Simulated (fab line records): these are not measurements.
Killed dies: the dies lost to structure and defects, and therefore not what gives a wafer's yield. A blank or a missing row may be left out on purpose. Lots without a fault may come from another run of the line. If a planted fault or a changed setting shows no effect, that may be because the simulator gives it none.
Chamber matching    flow sky130    hdpcvd-02 running SKY_VIA1_HDPCVD_00: 3 sister chambers
The step deposits SiO2, target thk 1030 nm, time 171.7 s. 3 wafers are shown with their chamber, then 9 later ones without.

WAFERS WITH THEIR CHAMBER
wafer   chamber  run-length-s (s)
L182.1  1        199.5
L182.2  2        199.2
L182.3  0        199.4

WAFERS WITH NO CHAMBER GIVEN
wafer   run-length-s (s)
L184.1  199.3
L184.2  200.0
L184.4  198.8
L186.1  199.4
L186.2  199.0
L186.6  199.1
L190.1  200.2
L190.5  199.8
L190.6  198.9

WHICH CHAMBER EACH ONE RAN IN
wafer   from the rows above           in truth
L184.1  can't be placed: 0 or 2 or 1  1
L184.2  can't be placed: 1 or 0 or 2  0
L184.4  can't be placed: 2 or 0 or 1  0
L186.1  can't be placed: 0 or 1 or 2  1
L186.2  can't be placed: 2 or 0 or 1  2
L186.6  can't be placed: 2 or 0 or 1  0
L190.1  can't be placed: 1 or 0 or 2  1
L190.5  can't be placed: 1 or 0 or 2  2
L190.6  can't be placed: 2 or 0 or 1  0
Correct placement for 0 of the 9. These rows do not allow placing 9 (true chamber among the candidates in 9). 0 placed wrongly.
How it was worked out, from the rows above alone: a wafer's distance from a chamber is the root of the sum, over the readings, of the square of ((its reading less the chamber's mean) divided by the reading's scatter). The wafer belongs to the nearest chamber; if the next one is less than 2 further off, it can't be placed. Each chamber's mean is taken over the wafers shown for it. The scatter: root of mean squared gap, hidden wafer to nearest shown wafer, with one shown wafer a chamber.
